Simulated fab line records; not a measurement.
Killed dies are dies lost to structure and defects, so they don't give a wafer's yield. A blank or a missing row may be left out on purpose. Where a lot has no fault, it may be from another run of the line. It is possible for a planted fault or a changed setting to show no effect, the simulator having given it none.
The tool behind it: which one? / flow gf180mcu / 13 lots, 39 wafers sampled, at 5 steps of a route of 602

WHAT THE GAUGES READ, wafer by wafer
GF_M2_CD_MEAS_14: the cd target is 280 nm. Usual: cd_nm reads 280.4 nm (standard deviation 1.3).
lot=L725; measured=day 19 06:05; on=cd_sem-01; cd_nm (nm)=281.5 280.5 281.2; flag=
lot=L726; measured=day 19 14:59; on=cd_sem-02; cd_nm (nm)=282.5 282.9 283.3; flag=
lot=L728; measured=day 20 16:14; on=cd_sem-01; cd_nm (nm)=280.5 280.0 279.6; flag=
lot=L731; measured=day 21 09:32; on=cd_sem-01; cd_nm (nm)=280.1 280.0 279.8; flag=
lot=L733; measured=day 22 10:23; on=cd_sem-02; cd_nm (nm)=280.7 279.7 279.1; flag=
lot=L734; measured=day 22 15:50; on=cd_sem-01; cd_nm (nm)=280.9 275.5 280.5; flag=
lot=L735; measured=day 23 02:01; on=cd_sem-01; cd_nm (nm)=280.1 279.8 279.9; flag=
lot=L736; measured=day 23 13:30; on=cd_sem-01; cd_nm (nm)=283.1 277.9 276.3; flag=
lot=L739; measured=day 24 03:49; on=cd_sem-01; cd_nm (nm)=273.4 279.8 279.7; flag=
lot=L745; measured=day 26 08:23; on=cd_sem-01; cd_nm (nm)=280.3 278.9 278.1; flag=
lot=L746; measured=day 26 11:13; on=cd_sem-02; cd_nm (nm)=280.6 279.8 280.7; flag=
lot=L747; measured=day 26 13:26; on=cd_sem-02; cd_nm (nm)=279.9 280.1 279.2; flag=
lot=L748; measured=day 27 01:04; on=cd_sem-01; cd_nm (nm)=279.5 279.4 281.3; flag=

GF_V2_OVL_MEAS_15. Usual: for V2_OVL the level is -3 nm and the standard deviation is 6.2.
lot=L725; measured=day 20 08:07; on=overlay-01; V2_OVL (nm)=-6 4 -6; flag=
lot=L726; measured=day 20 16:55; on=overlay-02; V2_OVL (nm)=1 -5 0; flag=
lot=L728; measured=day 21 17:07; on=overlay-02; V2_OVL (nm)=-2 -1 9; flag=
lot=L731; measured=day 22 11:38; on=overlay-02; V2_OVL (nm)=8 -7 7; flag=
lot=L733; measured=day 23 10:38; on=overlay-01; V2_OVL (nm)=-5 3 2; flag=
lot=L734; measured=day 23 15:40; on=overlay-02; V2_OVL (nm)=7 0 -7; flag=
lot=L735; measured=day 24 02:19; on=overlay-02; V2_OVL (nm)=9 -1 6; flag=
lot=L736; measured=day 24 13:46; on=overlay-02; V2_OVL (nm)=-3 -4 -1; flag=
lot=L739; measured=day 25 02:22; on=overlay-02; V2_OVL (nm)=-8 -11 -8; flag=
lot=L745; measured=day 27 06:19; on=overlay-02; V2_OVL (nm)=-1 -2 -4; flag=
lot=L746; measured=day 27 09:39; on=overlay-02; V2_OVL (nm)=-6 -4 0; flag=
lot=L747; measured=day 27 11:54; on=overlay-02; V2_OVL (nm)=0 5 12; flag=
lot=L748; measured=day 27 23:12; on=overlay-01; V2_OVL (nm)=-14 -13 -8; flag=

GF_M3_THK_MEAS_06: measures by xrf. Usual: for M3_ALCU_THK the level is 445 nm and the standard deviation is 4.1.
lot=L725; measured=day 20 09:52; on=film_metro-04; M3_ALCU_THK (nm)=445 448 452; flag=
lot=L726; measured=day 20 18:43; on=film_metro-01; M3_ALCU_THK (nm)=441 437 438; flag=
lot=L728; measured=day 21 18:51; on=film_metro-03; M3_ALCU_THK (nm)=444 445 450; flag=
lot=L731; measured=day 22 13:29; on=film_metro-04; M3_ALCU_THK (nm)=445 450 449; flag=
lot=L733; measured=day 23 12:23; on=film_metro-04; M3_ALCU_THK (nm)=441 444 443; flag=
lot=L734; measured=day 23 17:29; on=film_metro-04; M3_ALCU_THK (nm)=451 447 448; flag=
lot=L735; measured=day 24 04:07; on=film_metro-03; M3_ALCU_THK (nm)=444 442 444; flag=
lot=L736; measured=day 24 15:30; on=film_metro-01; M3_ALCU_THK (nm)=446 444 445; flag=
lot=L739; measured=day 25 04:06; on=film_metro-01; M3_ALCU_THK (nm)=443 448 442; flag=
lot=L745; measured=day 27 08:04; on=film_metro-01; M3_ALCU_THK (nm)=449 450 452; flag=
lot=L746; measured=day 27 11:23; on=film_metro-03; M3_ALCU_THK (nm)=448 450 448; flag=
lot=L747; measured=day 27 13:38; on=film_metro-04; M3_ALCU_THK (nm)=453 452 445; flag=
lot=L748; measured=day 28 00:56; on=film_metro-03; M3_ALCU_THK (nm)=444 440 440; flag=

WHAT TOOL EACH LOT RAN ON (gives the tool, then ch and the chambers of the sampled wafers, and finally the start)
lot=L725; GF_M2_PEB_12=litho_track-01 ch 0, day 19 05:45; GF_V2_ETCH_16=rie_diel-02 ch 1,2,3, day 20 08:08
lot=L726; GF_M2_PEB_12=litho_track-01 ch 0, day 19 14:39; GF_V2_ETCH_16=rie_diel-01 ch 1,2, day 20 16:56
lot=L728; GF_M2_PEB_12=litho_track-04 ch 0, day 20 15:55; GF_V2_ETCH_16=rie_diel-02 ch 0,1,3, day 21 17:08
lot=L731; GF_M2_PEB_12=litho_track-01 ch 0, day 21 09:11; GF_V2_ETCH_16=rie_diel-01 ch 1,3, day 22 11:41
lot=L733; GF_M2_PEB_12=litho_track-01 ch 0, day 22 10:02; GF_V2_ETCH_16=rie_diel-01 ch 1,3, day 23 10:41
lot=L734; GF_M2_PEB_12=litho_track-01 ch 0, day 22 15:29; GF_V2_ETCH_16=rie_diel-03 ch 0,1,2, day 23 15:43
lot=L735; GF_M2_PEB_12=litho_track-03 ch 0, day 23 01:40; GF_V2_ETCH_16=rie_diel-01 ch 0,2, day 24 02:21
lot=L736; GF_M2_PEB_12=litho_track-01 ch 0, day 23 13:08; GF_V2_ETCH_16=rie_diel-02 ch 0,1,2, day 24 13:47
lot=L739; GF_M2_PEB_12=litho_track-01 ch 0, day 24 03:28; GF_V2_ETCH_16=rie_diel-03 ch 0,1,2, day 25 02:23
lot=L745; GF_M2_PEB_12=litho_track-04 ch 0, day 26 08:04; GF_V2_ETCH_16=rie_diel-01 ch 1,2, day 27 06:20
lot=L746; GF_M2_PEB_12=litho_track-03 ch 0, day 26 10:52; GF_V2_ETCH_16=rie_diel-03 ch 1,2,3, day 27 09:41
lot=L747; GF_M2_PEB_12=litho_track-03 ch 0, day 26 13:07; GF_V2_ETCH_16=rie_diel-03 ch 1,3, day 27 11:56
lot=L748; GF_M2_PEB_12=litho_track-04 ch 0, day 27 00:44; GF_V2_ETCH_16=rie_diel-03 ch 1,2, day 27 23:14
- GF_M2_PEB_12: peb time 90 s.
- GF_V2_ETCH_16: etches BARC in N2/H2.

WHAT THE TOOLS THEMSELVES READ (means of the sampled wafers that have a number; where no wafer has one, the mark that the record gives instead)
GF_V2_ETCH_16. Usual: drypump_motor_current_A 5.5 A, standard deviation 0.47; oes_product_au 0.854 a.u., standard deviation 0.0046; throttle_valve_pct 13.224 %, standard deviation 0.0093.
lot=L725; tool=rie_diel-02; drypump_motor_current_A (A)=5.8; oes_product_au (a.u.)=0.856; throttle_valve_pct (%)=13.215; flag=
lot=L726; tool=rie_diel-01; drypump_motor_current_A (A)=5.6; oes_product_au (a.u.)=0.856; throttle_valve_pct (%)=13.223; flag=
lot=L728; tool=rie_diel-02; drypump_motor_current_A (A)=5.8; oes_product_au (a.u.)=0.855; throttle_valve_pct (%)=13.223; flag=
lot=L731; tool=rie_diel-01; drypump_motor_current_A (A)=5.8; oes_product_au (a.u.)=0.857; throttle_valve_pct (%)=13.222; flag=
lot=L733; tool=rie_diel-01; drypump_motor_current_A (A)=5.6; oes_product_au (a.u.)=0.853; throttle_valve_pct (%)=13.226; flag=
lot=L734; tool=rie_diel-03; drypump_motor_current_A (A)=5.3; oes_product_au (a.u.)=0.852; throttle_valve_pct (%)=13.224; flag=
lot=L735; tool=rie_diel-01; drypump_motor_current_A (A)=5.0; oes_product_au (a.u.)=0.854; throttle_valve_pct (%)=13.224; flag=
lot=L736; tool=rie_diel-02; drypump_motor_current_A (A)=5.8; oes_product_au (a.u.)=0.854; throttle_valve_pct (%)=13.220; flag=
lot=L739; tool=rie_diel-03; drypump_motor_current_A (A)=5.2; oes_product_au (a.u.)=0.852; throttle_valve_pct (%)=13.218; flag=
lot=L745; tool=rie_diel-01; drypump_motor_current_A (A)=5.5; oes_product_au (a.u.)=0.857; throttle_valve_pct (%)=13.226; flag=
lot=L746; tool=rie_diel-03; drypump_motor_current_A (A)=5.5; oes_product_au (a.u.)=0.852; throttle_valve_pct (%)=13.226; flag=
lot=L747; tool=rie_diel-03; drypump_motor_current_A (A)=5.1; oes_product_au (a.u.)=0.859; throttle_valve_pct (%)=13.221; flag=
lot=L748; tool=rie_diel-03; drypump_motor_current_A (A)=4.9; oes_product_au (a.u.)=0.851; throttle_valve_pct (%)=13.233; flag=

THE ANSWER, worked out from the rows above alone
Rule: take the mean of a lot's wafers that have a number; if it is more than 3 standard deviations from the usual mean, the lot is off. A lot without any number at a reading at which 4 lots or more have one is off too. The other lots that the step has rows for count as sound. First the gauges in route order, then the tools' own readings, where a lot's mean is used as printed above. The first step at which some lot is off is used, and at that step the reading that is off furthest; a lot without a number counts as furthest.
No lot is off at any reading shown: from this, nothing can be told.

WHAT HAD BEEN PUT IN BY THE SIMULATOR
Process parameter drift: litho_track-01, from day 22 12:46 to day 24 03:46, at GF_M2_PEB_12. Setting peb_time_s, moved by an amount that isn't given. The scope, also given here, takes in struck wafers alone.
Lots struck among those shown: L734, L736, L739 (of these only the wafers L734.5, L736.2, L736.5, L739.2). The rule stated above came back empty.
